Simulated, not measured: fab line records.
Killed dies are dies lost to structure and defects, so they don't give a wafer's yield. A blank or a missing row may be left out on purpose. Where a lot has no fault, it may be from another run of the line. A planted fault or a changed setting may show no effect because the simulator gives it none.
fab line records -- flow gf180mcu
record: lots: 11, wafers: 33, lastDay: 34
route steps=602 shown POLY_GATE@169 HV_LDD@198 NSD@247
lots untouched by any fault: they come from a run of this same line in which no faults occurred
startH: the number of hours between the record's first day and the start of the first shown wafer of the lot -- waitH: hours elapsed since this lot's preceding step -- " repeats the value in the row above -- L1.1+2: one row covering several wafers at once -- - either no value or no given start -- * or withheld: withheld -- < > ~ a bound
route shown NAME@n: a module of which the file shows steps, and the number in the route of the first -- usual: mean/standard deviation taken from wafers without a fault -- same: alike in all rows -- chamber/n: place in a boat -- sites: the reading at each site -- _std_site: how widely they spread, as a standard deviation -- _edge_site: mean of outer sites minus mean of inner sites -- radiusMm: how far each site lies from the wafer's centre -- mask NAME#n: copy n -- behind: the most recent tool/chamber to have shaped the wafer -- hold: the reason the lot was held/the length of the hold in hours/how it ended -- device: transistor that didn't switch, given as n, p or np -- end of line: at the end of the route, the tests of the same wafers -- a step with no rows: only its recipe -- killed: not the wafer's yield, but the dies lost to structure and defects at the first sort -- map: per-die view of a wafer (x killed, . not killed, _ where there is no die)
set.NAME: the run value of the setting; set.NAME@STEP: its run value at that earlier step -- model.NAME: the simulator's own value behind a step, which no gauge read
the route's steps for a sample of lots (tables are steps, rows are wafers)
services: a tool's chamber out of use, with start hour (startH, from the record's first day; less than 0 if before it), hours out, and reason
== steps ==
step: GF_POLY_GATE_ETCH_12
recipe: chemistry: N2/H2, targetDepthA: withheld, overetchA: withheld, timeS: withheld, target: BARC, ionEnergyEv: 200, sourceW: 500, biasW: 100, pressureMtorr: 30, n2FlowSccm: 100, h2FlowSccm: 200
usual: drypumpMotorCurrentA: 5.5/0.5, n2FlowSccm: 99.98/0.29, oesProductAu: 0.735/0.0048, throttleValvePct: 13.214/0.0084
lot.wafer,tool,chamber,startH,waitH,drypumpMotorCurrentA,n2FlowSccm,oesProductAu,throttleValvePct
L519.1,rieDiel-02,2,207.41,0.0,5.3,99.68,0.734,13.219
L519.5,rieDiel-02,3,207.41,0.0,4.8,100.28,0.733,13.234
L519.6,rieDiel-02,0,207.41,0.0,5.7,100.44,0.735,13.216
L523.1,rieDiel-03,2,234.21,0.0,6.4,100.15,0.738,13.220
L523.2,rieDiel-03,0,234.21,0.0,5.8,99.84,0.731,13.212
L523.3,rieDiel-03,1,234.21,0.0,5.8,100.25,0.732,13.210
L525.1,rieDiel-02,2,252.76,0.0,5.3,99.72,0.734,13.208
L525.2,rieDiel-02,3,252.76,0.0,4.8,100.09,0.736,13.215
L525.6,rieDiel-02,2,252.76,0.0,5.2,100.03,0.738,13.211
L528.3,rieDiel-02,2,271.51,0.0,5.2,99.83,0.728,13.211
L528.4,rieDiel-02,1,271.51,0.0,5.7,99.82,0.730,13.216
L528.6,rieDiel-02,2,271.51,0.0,5.2,99.88,0.738,13.192
L529.1,rieDiel-03,2,282.86,0.0,6.5,99.71,0.735,13.217
L529.4,rieDiel-03,0,282.86,0.0,5.8,99.68,0.736,13.202
L529.5,rieDiel-03,3,282.86,0.0,5.0,99.93,0.731,13.204
L530.3,rieDiel-02,1,283.21,0.0,5.7,100.56,0.730,13.219
L530.4,rieDiel-02,0,283.21,0.0,5.8,100.26,0.730,13.209
L530.6,rieDiel-02,0,283.21,0.0,5.8,100.29,0.735,13.218
L532.3,rieDiel-03,3,317.91,0.0,5.0,100.13,0.731,13.199
L532.4,rieDiel-03,0,317.91,0.0,5.8,99.97,0.743,13.214
L532.5,rieDiel-03,3,317.91,0.0,5.0,99.92,0.740,13.214
L534.2,rieDiel-02,0,319.36,0.0,5.7,100.26,0.730,13.219
L534.5,rieDiel-02,1,319.36,0.0,5.7,99.85,0.738,13.221
L534.6,rieDiel-02,0,319.36,0.0,5.8,100.34,0.733,13.220
L535.2,rieDiel-01,3,322.11,0.0,6.4,99.72,0.732,13.198
L535.5,rieDiel-01,0,322.11,0.0,5.2,99.81,0.730,13.212
L535.6,rieDiel-01,1,322.11,0.0,5.6,99.73,0.733,13.211
L538.1,rieDiel-02,3,352.65,0.0,4.8,100.25,0.742,13.212
L538.2,rieDiel-02,0,352.65,0.0,5.8,99.92,0.741,13.221
L538.4,rieDiel-02,2,352.65,0.0,5.2,100.13,0.741,13.211
L539.2,rieDiel-02,3,364.05,0.0,4.8,100.26,0.732,13.198
L539.3,rieDiel-02,0,364.05,0.0,5.8,99.61,0.739,13.215
L539.6,rieDiel-02,1,364.05,0.0,5.7,100.25,0.741,13.204
step: GF_HV_LDD_STRIP_22
recipe: chemistry: O2/N2, powerW: 1400, pressureMtorr: 1500, platenTempC: 250, o2FlowSccm: 3000, n2FlowSccm: 300, overashFraction: 0.5
usual: drypumpMotorCurrentA: 5.8/0.3, heaterPowerW: 319/23, n2FlowSccm: 300.1/0.84, oesProductAu: 0.716/0.0045, stripTimeToEndpointS: 12.63/0.041
lot.wafer,tool,chamber,startH,waitH,drypumpMotorCurrentA,heaterPowerW,n2FlowSccm,oesProductAu,rfHoursCounterH,stripTimeToEndpointS
L519.1,plasmaAsher-03,1,246.06,0.1,5.7,319,297.6,0.711,59,12.65
L519.5,plasmaAsher-03,1,246.06,0.1,5.7,321,298.4,0.716,-,12.65
L519.6,plasmaAsher-03,0,246.06,0.1,5.5,307,299.6,0.716,-,12.65
L523.1,plasmaAsher-03,0,277.06,0.1,5.5,306,301.5,0.714,63,12.67
L523.2,plasmaAsher-03,1,277.06,0.1,5.7,311,299.7,0.728,63,12.68
L523.3,plasmaAsher-03,1,277.06,0.1,5.7,315,300.6,0.712,-,12.68
L525.1,plasmaAsher-04,0,294.31,0.1,5.7,329,299.2,0.715,61,12.61
L525.2,plasmaAsher-04,1,294.31,0.1,6.4,341,298.9,0.708,61,12.65
L525.6,plasmaAsher-04,0,294.31,0.1,5.7,326,300.1,0.717,-,12.64
L528.3,plasmaAsher-03,0,314.95,0.1,5.5,307,299.9,0.714,-,12.67
L528.4,plasmaAsher-03,1,314.95,0.1,5.7,324,298.9,0.708,-,12.69
L528.6,plasmaAsher-03,1,314.95,0.1,5.7,311,299.8,0.712,-,12.65
L529.1,plasmaAsher-04,0,326.76,0.1,5.7,321,300.1,0.722,64,12.66
L529.4,plasmaAsher-04,0,326.76,0.1,5.7,328,301.0,0.718,-,12.65
L529.5,plasmaAsher-04,1,326.76,0.1,6.4,345,299.3,0.709,-,12.68
L530.3,plasmaAsher-02,1,326.92,0.1,5.7,336,300.5,0.713,-,12.63
L530.4,plasmaAsher-02,0,326.92,0.1,5.5,273,298.4,0.723,-,12.69
L530.6,plasmaAsher-02,1,326.92,0.1,5.7,344,301.3,0.714,-,12.64
L532.3,plasmaAsher-04,1,363.89,0.1,6.4,338,299.1,0.725,-,12.62
L532.4,plasmaAsher-04,0,363.89,0.1,5.7,323,300.1,0.711,-,12.67
L532.5,plasmaAsher-04,0,363.89,0.1,5.7,341,299.8,0.716,-,12.62
L534.2,plasmaAsher-02,1,364.71,0.1,5.7,350,301.2,0.713,26,12.65
L534.5,plasmaAsher-02,1,364.71,0.1,5.7,341,300.8,0.717,-,12.69
L534.6,plasmaAsher-02,0,364.71,0.1,5.5,270,300.0,0.708,-,12.67
L535.2,plasmaAsher-03,1,369.35,0.1,5.7,316,299.6,0.712,72,12.59
L535.5,plasmaAsher-03,1,369.35,0.1,5.7,316,300.8,0.715,-,12.64
L535.6,plasmaAsher-03,0,369.35,0.1,5.5,315,300.5,0.717,-,12.67
L538.1,plasmaAsher-02,1,400.95,0.1,5.7,348,300.9,0.718,30,12.67
L538.2,plasmaAsher-02,0,400.95,0.1,5.6,279,299.4,0.721,30,12.66
L538.4,plasmaAsher-02,0,400.95,0.1,5.6,268,301.1,0.721,-,12.65
L539.2,plasmaAsher-03,0,412.56,0.1,5.5,315,300.6,0.724,77,12.63
L539.3,plasmaAsher-03,1,412.56,0.1,5.7,318,299.3,0.717,-,12.63
L539.6,plasmaAsher-03,0,412.56,0.1,5.5,309,300.0,0.707,-,12.63
step: GF_HV_LDD_IMPLANT_33
recipe: species: P, energyKev: 60, doseCm2: 7.5e+12, tiltDeg: 30, rotationDeg: 0
usual: beamEnergyKeV: 59.996/0.017, doseIonsCm2: 7.5e+12/8.4e+09, rotationDeg: -0.002/0.019
lot.wafer,tool,chamber,startH,waitH,beamEnergyKeV,doseIonsCm2,rotationDeg
L519.1,implanter-02,0,265.07,0.0,59.954,7.5e+12,-0.026
L519.5,implanter-02,0,265.07,0.0,59.980,7.507e+12,0.001
L519.6,implanter-02,0,265.07,0.0,60.001,7.497e+12,0.008
L519.1,implanter-02,0,265.38,0.3,59.996,7.515e+12,-0.015
L519.5,implanter-02,0,265.38,0.3,60.022,7.497e+12,-0.023
L519.6,implanter-02,0,265.38,0.3,60.002,7.512e+12,-0.014
L523.1,implanter-01,0,296.86,0.0,60.021,7.507e+12,-0.013
L523.2,implanter-01,0,296.86,0.0,59.999,7.508e+12,-0.019
L523.3,implanter-01,0,296.86,0.0,60.003,7.507e+12,-0.012
L525.1,implanter-02,0,315.06,0.0,60.005,7.496e+12,0.015
L525.2,implanter-02,0,315.06,0.0,59.989,7.486e+12,-0.028
L525.6,implanter-02,0,315.06,0.0,59.981,7.489e+12,0.001
L525.1,implanter-02,0,315.38,0.3,60.029,7.504e+12,0.023
L525.2,implanter-02,0,315.38,0.3,60.012,7.506e+12,0.018
L525.6,implanter-02,0,315.38,0.3,60.005,7.504e+12,0.009
L528.3,implanter-03,0,335.71,0.1,60.023,7.478e+12,-0.036
L528.4,implanter-03,0,335.71,0.1,60.010,7.499e+12,0.004
L528.6,implanter-03,0,335.71,0.1,60.015,7.496e+12,-0.011
L528.3,implanter-03,0,336.03,0.3,60.007,7.506e+12,-0.001
L528.4,implanter-03,0,336.03,0.3,60.012,7.505e+12,-0.026
L528.6,implanter-03,0,336.03,0.3,60.014,7.509e+12,-0.003
L529.1,implanter-03,0,348.51,0.0,59.990,7.508e+12,0.020
L529.4,implanter-03,0,348.51,0.0,60.015,7.493e+12,-0.051
L529.5,implanter-03,0,348.51,0.0,59.986,7.513e+12,0.003
L530.3,implanter-01,0,348.86,0.1,60.002,7.522e+12,0.020
L530.4,implanter-01,0,348.86,0.1,60.001,7.496e+12,0.017
L530.6,implanter-01,0,348.86,0.1,60.006,7.515e+12,0.014
L532.3,implanter-01,0,386.85,0.1,60.007,7.513e+12,0.002
L532.4,implanter-01,0,386.85,0.1,59.998,7.505e+12,0.003
L532.5,implanter-01,0,386.85,0.1,59.982,7.505e+12,0.003
L534.2,implanter-02,0,388.08,0.0,59.987,7.507e+12,-0.002
L534.5,implanter-02,0,388.08,0.0,59.958,7.5e+12,0.020
L534.6,implanter-02,0,388.08,0.0,59.992,7.5e+12,0.013
L535.2,implanter-02,0,392.49,0.0,60.010,7.493e+12,-0.018
L535.5,implanter-02,0,392.49,0.0,60.000,7.487e+12,-0.022
L535.6,implanter-02,0,392.49,0.0,59.992,7.495e+12,-0.007
L538.1,implanter-02,0,424.00,0.0,59.988,7.483e+12,0.006
L538.2,implanter-02,0,424.00,0.0,60.029,7.492e+12,-0.024
L538.4,implanter-02,0,424.00,0.0,60.019,7.498e+12,-0.010
L539.2,implanter-02,0,436.84,0.0,60.021,7.498e+12,0.011
L539.3,implanter-02,0,436.84,0.0,60.004,7.502e+12,0.015
L539.6,implanter-02,0,436.84,0.0,60.007,7.49e+12,0.016
step: GF_HV_LDD_TW_MEAS_38
usual: HV_LDD_3_TW: 1437/14
lot.wafer,tool,chamber,startH,waitH,HV_LDD_3_TW
L519.1,filmMetro-02,-,266.08,0.1,1526
L519.5,filmMetro-02,-,266.08,0.1,1528
L519.6,filmMetro-02,-,266.08,0.1,1524
L523.1,filmMetro-02,-,297.56,0.1,1434
L523.2,filmMetro-02,-,297.56,0.1,1419
L523.3,filmMetro-02,-,297.56,0.1,1428
L525.1,filmMetro-01,-,316.29,0.2,1540
L525.2,filmMetro-01,-,316.29,0.2,1533
L525.6,filmMetro-01,-,316.29,0.2,1535
L528.3,filmMetro-02,-,336.70,0.1,1532
L528.4,filmMetro-02,-,336.70,0.1,1551
L528.6,filmMetro-02,-,336.70,0.1,1537
L529.1,filmMetro-01,-,349.21,0.1,1424
L529.4,filmMetro-01,-,349.21,0.1,1425
L529.5,filmMetro-01,-,349.21,0.1,1431
L530.3,filmMetro-01,-,349.53,0.1,1426
L530.4,filmMetro-01,-,349.53,0.1,1424
L530.6,filmMetro-01,-,349.53,0.1,1427
L532.3,filmMetro-04,-,387.52,0.1,1451
L532.4,filmMetro-04,-,387.52,0.1,1441
L532.5,filmMetro-04,-,387.52,0.1,1451
L534.2,filmMetro-04,-,388.76,0.1,1453
L534.5,filmMetro-04,-,388.76,0.1,1451
L534.6,filmMetro-04,-,388.76,0.1,1454
L535.2,filmMetro-04,-,393.17,0.1,1463
L535.5,filmMetro-04,-,393.17,0.1,1459
L535.6,filmMetro-04,-,393.17,0.1,1456
L538.1,filmMetro-04,-,424.70,0.1,1443
L538.2,filmMetro-04,-,424.70,0.1,1457
L538.4,filmMetro-04,-,424.70,0.1,1445
L539.2,filmMetro-01,-,437.52,0.1,1444
L539.3,filmMetro-01,-,437.52,0.1,1445
L539.6,filmMetro-01,-,437.52,0.1,1431
step: GF_HV_LDD_RS_MEAS_53
recipe: thkMeasGauge: four-point-probe
usual: HV_LDD_RS: 418.9/0.93
lot.wafer,tool,chamber,startH,waitH,HV_LDD_RS[ohm/sq]
L519.1,filmMetro-04,-,285.53,0.1,401.6
L519.5,filmMetro-04,-,285.53,0.1,402.5
L519.6,filmMetro-04,-,285.53,0.1,401.5
L523.1,filmMetro-02,-,318.74,0.1,419.5
L523.2,filmMetro-02,-,318.74,0.1,418.5
L523.3,filmMetro-02,-,318.74,0.1,418.7
L525.1,filmMetro-02,-,337.14,0.1,401.2
L525.2,filmMetro-02,-,337.14,0.1,399.8
L525.6,filmMetro-02,-,337.14,0.1,400.7
L528.3,filmMetro-04,-,357.73,0.1,399.5
L528.4,filmMetro-04,-,357.73,0.1,401.6
L528.6,filmMetro-04,-,357.73,0.1,400.1
L529.1,filmMetro-01,-,371.53,0.1,417.6
L529.4,filmMetro-01,-,371.53,0.1,417.3
L529.5,filmMetro-01,-,371.53,0.1,416.5
L530.3,filmMetro-02,-,371.88,0.1,418.2
L530.4,filmMetro-02,-,371.88,0.1,418.3
L530.6,filmMetro-02,-,371.88,0.1,418.7
L532.3,filmMetro-04,-,411.64,0.1,419.7
L532.4,filmMetro-04,-,411.64,0.1,419.8
L532.5,filmMetro-04,-,411.64,0.1,419.4
L534.2,filmMetro-04,-,412.55,0.1,420.0
L534.5,filmMetro-04,-,412.55,0.1,418.3
L534.6,filmMetro-04,-,412.55,0.1,418.8
L535.2,filmMetro-04,-,417.31,0.1,418.3
L535.5,filmMetro-04,-,417.31,0.1,419.0
L535.6,filmMetro-04,-,417.31,0.1,419.0
L538.1,filmMetro-02,-,449.64,0.1,417.6
L538.2,filmMetro-02,-,449.64,0.1,419.4
L538.4,filmMetro-02,-,449.64,0.1,418.0
L539.2,filmMetro-02,-,462.35,0.1,418.6
L539.3,filmMetro-02,-,462.35,0.1,418.1
L539.6,filmMetro-02,-,462.35,0.1,418.3
step: GF_NSD_TW_MEAS_12
usual: NSD_TW: 4273/32
lot.wafer,tool,chamber,startH,waitH,NSD_TW
L519.1,filmMetro-04,-,310.11,0.1,4293
L519.5,filmMetro-04,-,310.11,0.1,4273
L519.6,filmMetro-04,-,310.11,0.1,4312
L523.1,filmMetro-01,-,343.10,0.1,4208
L523.2,filmMetro-01,-,343.10,0.1,4246
L523.3,filmMetro-01,-,343.10,0.1,4222
L525.1,filmMetro-04,-,362.90,0.1,4271
L525.2,filmMetro-04,-,362.90,0.1,4312
L525.6,filmMetro-04,-,362.90,0.1,4305
L528.3,filmMetro-03,-,384.32,0.1,4267
L528.4,filmMetro-03,-,384.32,0.1,4257
L528.6,filmMetro-03,-,384.32,0.1,4253
L529.1,filmMetro-04,-,398.20,0.1,4281
L529.4,filmMetro-04,-,398.20,0.1,4314
L529.5,filmMetro-04,-,398.20,0.1,4308
L530.3,filmMetro-03,-,399.12,0.1,4277
L530.4,filmMetro-03,-,399.12,0.1,4291
L530.6,filmMetro-03,-,399.12,0.1,4269
L532.3,filmMetro-01,-,440.52,0.1,4251
L532.4,filmMetro-01,-,440.52,0.1,4265
L532.5,filmMetro-01,-,440.52,0.1,4254
L534.2,filmMetro-04,-,441.39,0.1,4289
L534.5,filmMetro-04,-,441.39,0.1,4294
L534.6,filmMetro-04,-,441.39,0.1,4279
L535.2,filmMetro-04,-,444.91,0.1,4300
L535.5,filmMetro-04,-,444.91,0.1,4312
L535.6,filmMetro-04,-,444.91,0.1,4319
L538.1,filmMetro-03,-,478.05,0.1,4297
L538.2,filmMetro-03,-,478.05,0.1,4304
L538.4,filmMetro-03,-,478.05,0.1,4292
L539.2,filmMetro-03,-,490.01,0.1,4257
L539.3,filmMetro-03,-,490.01,0.1,4255
L539.6,filmMetro-03,-,490.01,0.1,4243
== services ==
tool,chamber,startH,hours,kind
rieDiel-02,2,183.69,10.6,repair
plasmaAsher-04,-,196.94,2.8,repair
plasmaAsher-04,-,222.50,4.2,repair
rieDiel-01,1,238.55,4.1,repair
rieDiel-02,1,255.07,5.1,repair
implanter-03,-,265.52,0.6,repair
plasmaAsher-02,-,287.11,15.6,pm
rieDiel-01,0,299.10,9.3,repair
rieDiel-03,-,300.03,15.6,pm
implanter-01,-,335.56,1.7,repair
rieDiel-02,0,343.42,6.8,repair
rieDiel-01,1,349.68,5.6,repair
plasmaAsher-03,-,353.64,2.8,pm
rieDiel-01,2,357.86,13.5,repair
rieDiel-03,1,359.05,-,clean
rieDiel-03,1,359.05,25.1,scheduledDown
rieDiel-03,-,378.82,0.8,repair
rieDiel-01,1,389.94,16.3,repair
implanter-01,-,393.59,3.6,pm
implanter-02,-,397.09,1.0,repair
plasmaAsher-04,-,398.36,15.6,pm
plasmaAsher-04,-,415.72,1.8,repair
plasmaAsher-04,-,421.25,9.0,pm
rieDiel-01,3,436.13,6.8,repair
== key ==
firstSign: step: GF_HV_LDD_IMPLANT_33, reading: visit, direction: added
effect: step: GF_HV_LDD_TW_MEAS_38, reading: HV_LDD_3_TW, direction: up, sigmas: 6.8, usual: 1437, struck: 1534
effect: step: GF_HV_LDD_RS_MEAS_53, reading: HV_LDD_RS, direction: down, sigmas: 19, usual: 418.9, struck: 400.9
metAt GF_HV_LDD_IMPLANT_33
struckLots L519,L525,L528
testerLeftOut L519,L525,L528
notActingAt GF_POLY_GATE_ETCH_12,GF_HV_LDD_STRIP_22,GF_NSD_TW_MEAS_12
fault: kind: repeatedStepWhole, tool: implanter-01,implanter-02,implanter-03, chamber: -, onsetH: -, steps: GF_HV_LDD_IMPLANT_33, times: 1, scope: struckLotsOnly
testerLeftOut: of these lots the tester's yield and bins aren't shown, on N5 and GAA mostly nor the transistor test; their killed dies are dies lost to structure and defects alone, not to doping, threshold or leakage, so they don't give the yield
